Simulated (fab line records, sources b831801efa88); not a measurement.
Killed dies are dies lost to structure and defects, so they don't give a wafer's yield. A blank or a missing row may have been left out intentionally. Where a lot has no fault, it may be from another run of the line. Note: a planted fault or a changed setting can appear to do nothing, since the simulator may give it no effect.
2 desks looking at one fault	flow gf180mcu	each desk holds nothing but its own numbers, with what lay behind them at the end

## DESK OF THE TOOL OWNER: plasmaAsher-04
The tool's own readings at GF_VT_IMPLANT_STRIP_20 (strips in O2/N2): means of the sampled wafers that have a number, for each lot that ran on this tool. Any lot whose mean is over 4 standard deviations away from the usual mean is out of limits and marked OUT; that distance is given in the brackets.
Columns: A = chamberPressureMTorr at GF_VT_IMPLANT_STRIP_20, usual 1500.1 mTorr; B = drypumpMotorCurrentA at GF_VT_IMPLANT_STRIP_20, usual 6.43 A; C = heaterPowerW at GF_VT_IMPLANT_STRIP_20, usual 360 W; D = oesProductAu at GF_VT_IMPLANT_STRIP_20, usual 0.716 a.u.; E = stripTimeToEndpointS at GF_VT_IMPLANT_STRIP_20, usual 12.65 s
lot	first seen here	A	B	C	D	E
L951	day 7 06:23	1500.1	6.29	368	0.713	12.59
L965	day 10 23:32	1501.4	6.28	371	0.716	12.62
L967	day 11 11:58	1500.6	6.30	381	0.715	12.65
This desk found nothing out of limits on any of the 3 lots.

## METROLOGY DESK
Means of the sampled wafers that have a number, per lot and without regard to the tool the lot ran on: this is what the gauges read. Any lot whose mean is over 4 standard deviations away from the usual mean is out of limits and marked OUT; that distance is given in the brackets.
Columns: A = VT_IMPLANT_3_TW at GF_VT_IMPLANT_TW_MEAS_32, usual 267.5; B = POLY_GATE_OXIDATION_THK at GF_POLY_GATE_THK_MEAS_17, usual 4.01 nm; C = HV_LDD_CVD_54_THK at GF_HV_LDD_THK_MEAS_55, usual 9.95 nm
lot	first seen here	A	B	C
L950	day 7 17:59	266.6	3.93	10.01
L951	day 7 23:02	265.3	3.96	10.04
L952	day 8 07:32	29.8 (-99 or more) OUT	-	-
L953	day 8 17:32	29.9 (-99 or more) OUT	-	-
L961	day 10 17:02	266.2	4.07	9.77
L962	day 10 23:47	268.5	4.03	9.96
L964	day 11 11:05	269.8	3.99	10.20
L965	day 11 17:29	267.9	4.07	9.97
L966	day 12 00:59	269.6	3.91	9.95
L967	day 12 06:34	267.9	4.03	9.98
L970	day 13 04:53	266.1	3.95	10.09
This desk's result: L952, L953 out of limits, first on L952 (VT_IMPLANT_3_TW at GF_VT_IMPLANT_TW_MEAS_32), day 8 07:32. Within limits: L950, L951, L961, L962, L964, L965, L966, L967, L970.

## PUT TOGETHER
The metrology desk could have raised an alarm at day 8 07:32, on L952, L953.
Nothing out of limits was seen by the tool owner's desk.
The tool owner's desk has no number on record for L952, L953.
On plasmaAsher-04, each named lot ran GF_VT_IMPLANT_STRIP_20.

## WHAT THE SIMULATOR PUT IN
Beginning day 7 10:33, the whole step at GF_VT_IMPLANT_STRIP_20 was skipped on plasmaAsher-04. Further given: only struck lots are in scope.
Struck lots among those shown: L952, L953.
Time in hours between the start of the fault and the first out-of-limits reading at each desk: metrology desk, 21.
